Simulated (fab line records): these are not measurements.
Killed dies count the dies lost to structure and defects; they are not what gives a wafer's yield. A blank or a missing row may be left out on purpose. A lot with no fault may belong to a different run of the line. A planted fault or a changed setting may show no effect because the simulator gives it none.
8D (eight disciplines) problem report, filled in by code || flow gf180mcu || the parts of the form that need people (team, actions taken, sign-off) are left out

1. THE PROBLEM
Mean TOP_METAL_ALCU_RS at GF_TOP_METAL_RS_MEAS_05: 0.03754 ohm/sq over 3 wafers in 2 lots; fault-free wafers: 0.03275 ohm/sq, standard deviation 0.00027. That puts it +18 standard deviations away from the usual mean.
The step: measures by four-point-probe.
First seen on wafer L325.2, day 31 07:11, on film metro-04. The record holds 18 wafers of 6 lots with a number at this step. Rule for "out" (also "out of limits"): further than 4 standard deviations from the usual mean. Any other wafer with a number is counted as sound.

2. WHAT IT IS, WHAT IT ISN'T
{"question": "which readings at this step", "is": "TOP_METAL_ALCU_RS", "is not": "-"}
{"question": "which lots", "is": "L325, L326", "is not": "L311, L313, L329, L332"}
{"question": "which wafers of those lots", "is": "L325.2, L325.5, L326.1", "is not": "L325.3, L326.4, L326.5"}
{"question": "read on which gauges", "is": "film metro-04", "is not": "film metro-03"}
{"question": "when", "is": "from day 31 07:11", "is not": "up to then (7 sound wafers); but 8 sound wafers of L326, L329, L332 came after"}

3. THE SUSPECTS, EACH WITH WHAT RULES IT OUT
Counting: a tool at a process step up to the reading stays a suspect if it ran every lot that is out. Sound lots after the first of them don't rule it out here, since some wafers of a struck lot are sound.
- the gauge at GF_TOP_METAL_RS_MEAS_05: kept. All the wafers that are out were read on film metro-04, and no step on other tools shows them out.
- plasma asher-01 at GF_V5_STRIP_18 (strips in O2/N2): kept. It ran every lot that is out, first L325 (day 31 05:43).
- pvd sputter-03 at GF_TOP_METAL_SPUTTER_00 (material Ti, target thk 37.5 nm, time 150 s): kept. Every lot that is out went through it, the first being L325 (day 31 06:57); the last sound lot it ran before that was L311 (day 27 12:08).
- pvd sputter-03 at GF_TOP_METAL_SPUTTER_02 (material AlCu, target thk 900 nm, time 47.82 s): kept. Every lot that is out went through it, the first being L325 (day 31 07:05); the last sound lot it ran before that was L311 (day 27 12:16).
- pvd sputter-03 at GF_TOP_METAL_SPUTTER_03 (material Ti, target thk 5 nm, time 3.3 s): kept. Every lot that is out went through it, the first being L325 (day 31 07:07); the last sound lot it ran before that was L311 (day 27 12:19).
- At GF_V5_STRIP_18 on plasma asher-01, chamber 1 took the sound wafers of the same lots and chamber 0 took the wafers that are out.
Left after counting: plasma asher-01 at GF_V5_STRIP_18, pvd sputter-03 at GF_TOP_METAL_SPUTTER_00, pvd sputter-03 at GF_TOP_METAL_SPUTTER_02, pvd sputter-03 at GF_TOP_METAL_SPUTTER_03, film metro-04 at GF_TOP_METAL_RS_MEAS_05.

4. THE CAUSE (what the simulator had put in)
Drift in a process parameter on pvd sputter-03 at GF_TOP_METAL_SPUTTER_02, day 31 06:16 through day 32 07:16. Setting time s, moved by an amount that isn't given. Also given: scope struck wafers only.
Of the 5 suspects that counting leaves, this tool is one.

5. THE EFFECT CHAIN, in route order
Rows list readings where the struck wafers' mean (over those with a number) sits beyond 3 standard deviations from the usual. Only readings whose record carries a usual standard deviation are examined. hours: median over the lots of the time between each lot's start at the first step of this table that gives one and its start at this step. sigmas: the change, counted in usual standard deviations.
{"hours": 0, "step": "GF_TOP_METAL_RS_MEAS_05", "reading": "TOP_METAL_ALCU_RS", "usual": "0.03275 ohm/sq", "on struck wafers": 0.03754, "change": "+0.00479", "sigmas": "+18"}
{"hours": 0, "step": "GF_TOP_METAL_THK_MEAS_06", "reading": "TOP_METAL_ALCU_THK", "usual": "915 nm", "on struck wafers": 799, "change": -116, "sigmas": -16}

6. WHAT WOULD HAVE CAUGHT IT SOONER
In this record the first reading out of limits at a measuring or inspecting step was taken at day 31 07:11, 1 hour after the fault began at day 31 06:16.
Of the tool readings at GF_TOP_METAL_SPUTTER_02 for which the record gives a usual standard deviation, none was out on any struck wafer, so an alarm limit of 4 standard deviations on them would not have fired.
Among the 2 lots that are out, L326 began GF_TOP_METAL_SPUTTER_02 on pvd sputter-03 after day 31 07:11. Had the tool been put on hold then, it would have been spared.
